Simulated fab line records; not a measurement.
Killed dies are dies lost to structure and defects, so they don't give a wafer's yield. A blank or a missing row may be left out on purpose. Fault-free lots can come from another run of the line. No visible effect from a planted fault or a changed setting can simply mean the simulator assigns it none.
Matching of chambers || flow gf180mcu || GF_CONTACT_CMP_27 on cmp-02: 4 sister chambers
The step polishes, stops on SiO2, t overpolish 15 s, target thk 0 nm. 16 wafers are shown with their chamber, then 8 later ones without.

WAFERS PAIRED WITH THEIR CHAMBERS
{"wafer": "L117.1", "chamber": 2, "motor current A (A)": 10.7, "time to endpoint s (s)": 73, "slurry filter dp kPa (kPa)": 13.60}
{"wafer": "L117.2", "chamber": 3, "motor current A (A)": 11.5, "time to endpoint s (s)": 79, "slurry filter dp kPa (kPa)": 13.97}
{"wafer": "L117.6", "chamber": 3, "motor current A (A)": 11.8, "time to endpoint s (s)": 77, "slurry filter dp kPa (kPa)": 13.62}
{"wafer": "L122.1", "chamber": 3, "motor current A (A)": 11.3, "time to endpoint s (s)": 73, "slurry filter dp kPa (kPa)": 13.67}
{"wafer": "L122.2", "chamber": 1, "motor current A (A)": 11.7, "time to endpoint s (s)": 70, "slurry filter dp kPa (kPa)": 13.64}
{"wafer": "L122.6", "chamber": 3, "motor current A (A)": 11.0, "time to endpoint s (s)": 75, "slurry filter dp kPa (kPa)": 13.44}
{"wafer": "L124.1", "chamber": 1, "motor current A (A)": 11.9, "time to endpoint s (s)": 76, "slurry filter dp kPa (kPa)": 13.40}
{"wafer": "L124.2", "chamber": 0, "motor current A (A)": 10.2, "time to endpoint s (s)": 66, "slurry filter dp kPa (kPa)": 13.21}
{"wafer": "L124.6", "chamber": 3, "motor current A (A)": 11.0, "time to endpoint s (s)": 77, "slurry filter dp kPa (kPa)": 13.29}
{"wafer": "L132.1", "chamber": 1, "motor current A (A)": 11.4, "time to endpoint s (s)": 78, "slurry filter dp kPa (kPa)": 13.38}
{"wafer": "L132.2", "chamber": 3, "motor current A (A)": 11.7, "time to endpoint s (s)": 80, "slurry filter dp kPa (kPa)": 13.27}
{"wafer": "L132.3", "chamber": 2, "motor current A (A)": 10.4, "time to endpoint s (s)": 76, "slurry filter dp kPa (kPa)": 13.45}
{"wafer": "L134.1", "chamber": 3, "motor current A (A)": 11.8, "time to endpoint s (s)": 77, "slurry filter dp kPa (kPa)": 13.54}
{"wafer": "L134.2", "chamber": 1, "motor current A (A)": 11.8, "time to endpoint s (s)": 75, "slurry filter dp kPa (kPa)": 13.56}
{"wafer": "L134.4", "chamber": 0, "motor current A (A)": 10.5, "time to endpoint s (s)": 68, "slurry filter dp kPa (kPa)": 13.33}
{"wafer": "L135.1", "chamber": 1, "motor current A (A)": 11.4, "time to endpoint s (s)": 75, "slurry filter dp kPa (kPa)": 13.60}

SIGNATURES (averages over the wafers above)
{"reading": "motor current A", "chamber 0": 10.350, "chamber 1": 11.640, "chamber 2": 10.550, "chamber 3": 11.443, "scatter within a chamber": 0.294}
{"reading": "time to endpoint s", "chamber 0": 67.00, "chamber 1": 74.80, "chamber 2": 74.50, "chamber 3": 76.86, "scatter within a chamber": 2.49}
{"reading": "slurry filter dp kPa", "chamber 0": 13.2700, "chamber 1": 13.5160, "chamber 2": 13.5250, "chamber 3": 13.5429, "scatter within a chamber": 0.189}
Rule: a wafer's distance from a chamber is the root of the sum, over the readings, of the square of ((its reading less the chamber's mean) divided by the reading's scatter). If the next closest chamber is less than 2 further off than the closest, the wafer can't be placed; otherwise it belongs to the closest. How the scatter is found: for the shown wafers, subtract from each reading the mean of its chamber, square and add these, divide the total by (wafers less chambers), then take the root.

WAFERS WITHOUT THEIR CHAMBER
{"wafer": "L135.4", "motor current A (A)": 10.9, "time to endpoint s (s)": 74, "slurry filter dp kPa (kPa)": 13.73}
{"wafer": "L135.6", "motor current A (A)": 10.0, "time to endpoint s (s)": 68, "slurry filter dp kPa (kPa)": 13.47}
{"wafer": "L137.1", "motor current A (A)": 10.1, "time to endpoint s (s)": 72, "slurry filter dp kPa (kPa)": 13.72}
{"wafer": "L137.2", "motor current A (A)": 10.2, "time to endpoint s (s)": 72, "slurry filter dp kPa (kPa)": 13.32}
{"wafer": "L137.3", "motor current A (A)": 10.7, "time to endpoint s (s)": 69, "slurry filter dp kPa (kPa)": 13.42}
{"wafer": "L138.1", "motor current A (A)": 11.7, "time to endpoint s (s)": 72, "slurry filter dp kPa (kPa)": 13.35}
{"wafer": "L138.3", "motor current A (A)": 11.6, "time to endpoint s (s)": 74, "slurry filter dp kPa (kPa)": 13.46}
{"wafer": "L138.4", "motor current A (A)": 11.1, "time to endpoint s (s)": 71, "slurry filter dp kPa (kPa)": 13.32}

WHICH CHAMBER EACH ONE RAN IN
{"wafer": "L135.4", "from the rows above": "can't be placed: 2 or 3 or 1", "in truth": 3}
{"wafer": "L135.6", "from the rows above": "can't be placed: 0 or 2", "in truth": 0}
{"wafer": "L137.1", "from the rows above": "can't be placed: 2 or 0", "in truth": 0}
{"wafer": "L137.2", "from the rows above": "can't be placed: 2 or 0", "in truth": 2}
{"wafer": "L137.3", "from the rows above": "can't be placed: 0 or 2", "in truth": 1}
{"wafer": "L138.1", "from the rows above": "can't be placed: 1 or 3", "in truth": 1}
{"wafer": "L138.3", "from the rows above": "can't be placed: 1 or 3", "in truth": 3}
{"wafer": "L138.4", "from the rows above": "can't be placed: 2 or 1 or 3 or 0", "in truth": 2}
Placed correctly: 0 of 8. Not placeable from these rows: 8 (in 7, the candidates include the true chamber). Number placed wrongly: 0.
